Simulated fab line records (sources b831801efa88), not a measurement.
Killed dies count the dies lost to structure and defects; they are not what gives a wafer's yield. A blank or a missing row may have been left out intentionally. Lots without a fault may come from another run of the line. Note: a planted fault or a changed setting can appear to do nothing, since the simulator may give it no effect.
What tool caused it? ; flow sky130 ; 24 lots with 72 wafers sampled at 6 steps, on a route of 708 steps

WHAT THE GAUGES READ, wafer by wafer
SKY_METAL1_THK_MEAS_06: measures by xrf. Usual: for METAL1_ALCU_THK the level is 245 nm and the standard deviation is 3.4.
lot;measured;on;METAL1_ALCU_THK (nm);flag
L074;day 31 03:58;film-metro-04;242 243 242;
L075;day 31 06:50;film-metro-04;243 242 244;
L076;day 31 20:07;film-metro-03;247 249 244;
L077;day 32 03:27;film-metro-01;240 242 237;
L078;day 32 10:21;film-metro-01;250 249 251;
L079;day 33 05:17;film-metro-04;240 244 240;
L080;day 33 13:14;film-metro-01;245 242 241;
L081;day 33 14:38;film-metro-01;250 251 252;
L082;day 34 04:13;film-metro-01;245 245 240;
L083;day 34 06:51;film-metro-04;244 246 242;
L084;day 34 21:38;film-metro-01;245 247 242;
L086;day 35 04:52;film-metro-03;239 243 240;
L085;day 35 09:01;film-metro-04;244 246 241;
L087;day 35 17:38;film-metro-03;249 245 246;
L088;day 36 04:34;film-metro-01;250 248 252;
L089;day 36 07:20;film-metro-04;245 246 248;
L090;day 36 14:33;film-metro-04;242 239 244;
L091;day 36 20:29;film-metro-03;249 247 248;
L092;day 37 05:46;film-metro-03;243 244 246;
L093;day 39 05:05;film-metro-03;242 244 244;
L097;day 39 05:37;film-metro-01;247 243 251;
L094;day 39 07:44;film-metro-01;241 240 246;
L096;day 39 08:58;film-metro-04;246 248 242;
L095;day 39 11:16;film-metro-03;248 247 249;

SKY_VIA2_CD_MEAS_12: the cd target is 200 nm. Usual: cd-nm 199.6 nm, standard deviation 1.6.
lot;measured;on;cd-nm (nm);flag
L074;day 35 20:11;cd-sem-01;201.2 200.8 200.9;
L075;day 35 22:29;cd-sem-01;197.4 198.8 199.0;
L076;day 36 10:09;cd-sem-01;200.9 202.2 202.4;
L077;day 36 19:33;cd-sem-01;199.2 200.2 199.7;
L078;day 37 00:32;cd-sem-02;200.4 199.5 199.7;
L079;day 37 19:29;cd-sem-01;199.6 199.2 199.6;
L080;day 38 02:43;cd-sem-01;199.0 198.8 199.9;
L081;day 38 04:02;cd-sem-01;198.0 198.8 199.0;
L082;day 38 16:34;cd-sem-01;200.0 199.9 199.3;
L083;day 38 20:43;cd-sem-02;198.0 199.2 198.8;
L084;day 39 10:49;cd-sem-02;198.9 198.0 200.7;
L086;day 39 17:20;cd-sem-02;197.9 197.2 197.2;
L085;day 39 19:41;cd-sem-02;201.1 202.7 201.5;
L087;day 40 05:34;cd-sem-01;201.5 201.1 202.1;
L088;day 40 15:19;cd-sem-02;197.0 196.2 197.3;
L089;day 40 17:22;cd-sem-02;199.0 198.7 199.2;
L090;day 41 01:34;cd-sem-02;197.8 198.9 197.2;
L091;day 41 06:28;cd-sem-02;199.8 199.1 198.4;
L092;day 41 13:57;cd-sem-02;201.2 199.9 198.7;
L093;day 43 11:21;cd-sem-01;202.5 201.3 202.0;
L097;day 43 11:40;cd-sem-02;198.0 197.5 196.8;
L094;day 43 13:45;cd-sem-01;201.6 201.4 201.7;
L096;day 43 14:05;cd-sem-01;201.6 201.0 200.2;
L095;day 43 16:28;cd-sem-01;201.5 201.7 201.0;

SKY_VIA2_OVL_MEAS_13. Usual: for VIA2_OVL the level is 3 nm and the standard deviation is 5.4.
lot;measured;on;VIA2_OVL (nm);flag
L074;day 35 20:18;overlay-01;6 4 7;
L075;day 35 22:34;overlay-01;3 -5 -5;
L076;day 36 10:15;overlay-01;2 -3 7;
L077;day 36 19:39;overlay-02;8 7 10;
L078;day 37 00:39;overlay-02;7 7 9;
L079;day 37 19:36;overlay-02;8 4 11;
L080;day 38 02:50;overlay-01;0 1 -5;
L081;day 38 04:08;overlay-01;7 3 4;
L082;day 38 16:41;overlay-01;2 4 13;
L083;day 38 20:50;overlay-02;-8 -4 -11;
L084;day 39 10:56;overlay-01;1 1 -5;
L086;day 39 17:26;overlay-02;7 6 2;
L085;day 39 19:48;overlay-01;11 9 4;
L087;day 40 05:41;overlay-01;12 9 8;
L088;day 40 15:24;overlay-02;-4 -7 -3;
L089;day 40 17:29;overlay-02;2 3 6;
L090;day 41 01:41;overlay-01;2 -1 -6;
L091;day 41 06:35;overlay-02;-1 1 -1;
L092;day 41 14:03;overlay-01;6 8 6;
L093;day 43 11:27;overlay-02;-2 -7 -6;
L097;day 43 11:47;overlay-01;3 10 13;
L094;day 43 13:51;overlay-01;-6 1 -1;
L096;day 43 14:12;overlay-01;6 3 12;
L095;day 43 16:35;overlay-02;-1 4 5;

SKY_VIA3_BOW_MEAS_03. Usual: for VIA3_BOW the level is 78 um and the standard deviation is 8.5.
lot;measured;on;VIA3_BOW (um);flag
L074;day 38 03:57;film-metro-01;68 75 78;
L075;day 38 06:52;film-metro-01;80 80 95;
L076;day 38 16:59;film-metro-02;91 87 92;
L077;day 39 01:39;film-metro-01;75 87 82;
L078;day 39 07:10;film-metro-04;87 75 83;
L079;day 40 04:07;film-metro-01;89 88 90;
L080;day 40 09:11;film-metro-02;79 74 84;
L081;day 40 09:55;film-metro-04;71 68 68;
L082;day 40 21:22;film-metro-01;76 77 73;
L083;day 41 03:32;film-metro-02;92 90 79;
L084;day 41 16:50;film-metro-01;76 73 71;
L086;day 41 21:14;film-metro-01;85 84 91;
L085;day 42 00:30;film-metro-01;79 85 76;
L087;day 42 09:41;film-metro-04;73 73 73;
L088;day 42 18:51;film-metro-04;77 80 83;
L089;day 42 20:37;film-metro-02;74 70 83;
L090;day 43 05:39;film-metro-04;76 72 72;
L091;day 43 08:51;film-metro-04;67 72 76;
L092;day 43 16:52;film-metro-01;62 70 78;
L093;day 45 11:31;film-metro-02;88 84 97;
L097;day 45 12:04;film-metro-01;70 72 72;
L094;day 45 12:59;film-metro-04;62 65 66;
L096;day 45 14:10;film-metro-04;81 83 75;
L095;day 45 16:05;film-metro-02;81 81 75;

WHAT TOOL EACH LOT RAN ON (gives the tool, then ch and the chambers of the sampled wafers, and finally the start)
lot;SKY_POLY_CUT_ETCH_11;SKY_CONTACT_CMP_27
L074;rie-diel-04 ch 0,1,2, day 23 16:20;cmp-01 ch 0,1,3, day 31 03:25
L075;rie-diel-01 ch 0,1,3, day 23 17:56;cmp-01 ch 0,2,3, day 31 06:20
L076;rie-diel-01 ch 0,1,3, day 24 11:19;cmp-01 ch 0,1,3, day 31 19:39
L077;rie-diel-01 ch 0,2,3, day 24 17:37;cmp-01 ch 0,1,3, day 32 02:53
L078;rie-diel-01 ch 0,1,3, day 25 00:32;cmp-01 ch 0,2,3, day 32 09:53
L079;rie-diel-04 ch 0,1, day 25 21:22;cmp-02 ch 0,1,2, day 33 04:50
L080;rie-diel-01 ch 0,1, day 26 05:46;cmp-01 ch 0,2,3, day 33 12:43
L081;rie-diel-04 ch 0,1, day 26 09:43;cmp-02 ch 1,2,3, day 33 14:10
L082;rie-diel-01 ch 0,1,2, day 26 22:32;cmp-02 ch 0,1,3, day 34 03:39
L083;rie-diel-04 ch 0,2,3, day 27 00:52;cmp-02 ch 0,1,2, day 34 06:20
L084;rie-diel-03 ch 0,1,3, day 27 17:02;cmp-01 ch 0,1, day 34 21:05
L086;rie-diel-01 ch 1,3, day 28 01:58;cmp-02 ch 0,1,2, day 35 04:23
L085;rie-diel-04 ch 0,1,3, day 28 06:34;cmp-01 ch 0,2,3, day 35 08:34
L087;rie-diel-01 ch 1,3, day 28 13:46;cmp-01 ch 1,2, day 35 17:05
L088;rie-diel-01 ch 0,2,3, day 29 03:31;cmp-02 ch 0,3, day 36 04:02
L089;rie-diel-03 ch 0,3, day 29 07:01;cmp-01 ch 0,2, day 36 06:46
L090;rie-diel-01 ch 2,3, day 29 12:25;cmp-01 ch 0,3, day 36 14:02
L091;rie-diel-03 ch 0,3, day 29 21:07;cmp-01 ch 1,2, day 36 19:56
L092;rie-diel-04 ch 0,1,3, day 30 05:29;cmp-02 ch 0,1,2, day 37 05:14
L093;rie-diel-04 ch 2,3, day 32 08:31;cmp-02 ch 2,3, day 39 04:31
L097;rie-diel-01 ch 1,2, day 32 09:55;cmp-02 ch 1,2,3, day 39 05:12
L094;rie-diel-01 ch 1,3, day 32 13:04;cmp-02 ch 1,2,3, day 39 07:10
L096;rie-diel-03 ch 0,1,2, day 32 13:14;cmp-02 ch 0,1,3, day 39 08:28
L095;rie-diel-01 ch 1,2,3, day 32 16:28;cmp-02 ch 1,2,3, day 39 10:45
- SKY_POLY_CUT_ETCH_11: etches Si3N4 in CF4/CH2F2/Ar, stops on poly-Si, time 42.5 s, target depth 60 nm.
- SKY_CONTACT_CMP_27: polishes, stops on SiO2, t overpolish 15 s, target thk 0 nm.

WHAT THE TOOLS THEMSELVES READ (means of the sampled wafers that have a number; where no wafer has one, the mark that the record gives instead)
SKY_POLY_CUT_ETCH_11. Usual: cf4-flow-sccm 39.99 sccm, standard deviation 0.12; drypump-motor-current-A 5.6 A, standard deviation 0.48; mfc-ar-sccm 150.0 sccm, standard deviation 0.43; oes-product-au 0.829 a.u., standard deviation 0.0064; rf-fwd-power-W 593.3 W, standard deviation 2.7; throttle-valve-pct 14.994 %, standard deviation 0.0091.
lot;tool;cf4-flow-sccm (sccm);drypump-motor-current-A (A);mfc-ar-sccm (sccm);oes-product-au (a.u.);rf-fwd-power-W (W);throttle-valve-pct (%);flag
L074;rie-diel-04;39.98;5.4;150.5;0.831;592.9;15.001;
L075;rie-diel-01;40.03;5.5;150.0;0.834;595.1;14.994;
L076;rie-diel-01;39.91;5.5;149.9;0.837;591.8;14.993;
L077;rie-diel-01;39.91;5.6;149.6;0.829;596.0;14.998;
L078;rie-diel-01;40.01;5.5;149.9;0.823;594.5;14.993;
L079;rie-diel-04;40.06;5.1;149.8;0.831;590.7;14.993;
L080;rie-diel-01;40.02;5.6;149.8;0.833;592.2;14.995;
L081;rie-diel-04;40.10;5.4;150.1;0.827;590.1;15.002;
L082;rie-diel-01;40.18;5.7;149.8;0.829;593.4;14.986;
L083;rie-diel-04;40.11;5.5;150.3;0.838;593.2;14.986;
L084;rie-diel-03;40.01;5.6;149.9;0.824;592.8;14.992;
L086;rie-diel-01;39.99;5.8;150.0;0.825;594.6;14.996;
L085;rie-diel-04;39.98;5.2;150.0;0.824;591.0;14.994;
L087;rie-diel-01;40.00;5.9;150.5;0.825;593.7;15.008;
L088;rie-diel-01;40.03;5.6;150.2;0.830;596.6;14.994;
L089;rie-diel-03;40.01;5.6;150.2;0.830;590.8;14.995;
L090;rie-diel-01;40.10;5.8;150.2;0.820;594.9;14.993;
L091;rie-diel-03;40.01;5.6;150.1;0.827;590.9;15.003;
L092;rie-diel-04;39.96;5.2;150.2;0.825;592.1;14.991;
L093;rie-diel-04;39.94;5.5;149.7;0.835;596.7;14.999;
L097;rie-diel-01;39.97;6.1;150.0;0.825;593.7;14.988;
L094;rie-diel-01;39.93;5.8;149.9;0.823;594.0;14.996;
L096;rie-diel-03;40.00;5.7;149.6;0.828;593.3;14.988;
L095;rie-diel-01;39.93;6.0;150.0;0.823;593.2;14.996;

SKY_CONTACT_CMP_27. Usual: motor-current-A 11.4 A, standard deviation 1.2; overpolish-run-s 15.000 s, standard deviation 0.0098; time-to-endpoint-s 82 s, standard deviation 3.8.
lot;tool;motor-current-A (A);overpolish-run-s (s);time-to-endpoint-s (s);flag
L074;cmp-01;12.0;14.996;84;
L075;cmp-01;11.6;15.000;84;
L076;cmp-01;11.9;15.004;83;
L077;cmp-01;12.0;15.005;85;
L078;cmp-01;11.5;15.001;87;
L079;cmp-02;11.3;15.000;84;
L080;cmp-01;11.3;15.002;82;
L081;cmp-02;11.5;14.996;80;
L082;cmp-02;10.4;14.993;84;
L083;cmp-02;11.7;15.004;79;
L084;cmp-01;12.3;14.997;82;
L086;cmp-02;11.6;14.998;79;
L085;cmp-01;11.4;15.002;85;
L087;cmp-01;11.1;14.993;86;
L088;cmp-02;10.9;14.998;82;
L089;cmp-01;11.4;14.987;83;
L090;cmp-01;11.4;14.997;79;
L091;cmp-01;11.2;15.002;83;
L092;cmp-02;11.2;14.995;83;
L093;cmp-02;12.7;14.998;79;
L097;cmp-02;11.8;15.008;78;
L094;cmp-02;11.7;15.000;81;
L096;cmp-02;10.3;14.999;78;
L095;cmp-02;11.7;14.997;82;

THE ANSWER, worked out from the rows above alone
Rule: take the mean of a lot's wafers that have a number; if it is more than 3 standard deviations from the usual mean, the lot is off. A lot without any number at a reading at which 4 lots or more have one is off too. The other lots that the step has rows for count as sound. Order of review: gauges by route order, followed by the tools' own readings, for which a lot's mean as printed above is used. At the first step where some lot is off, the reading lying furthest off is the one used; lots without a number count as furthest.
None of the lots is off at any reading shown; this tells nothing.

WHAT HAD BEEN PUT IN BY THE SIMULATOR
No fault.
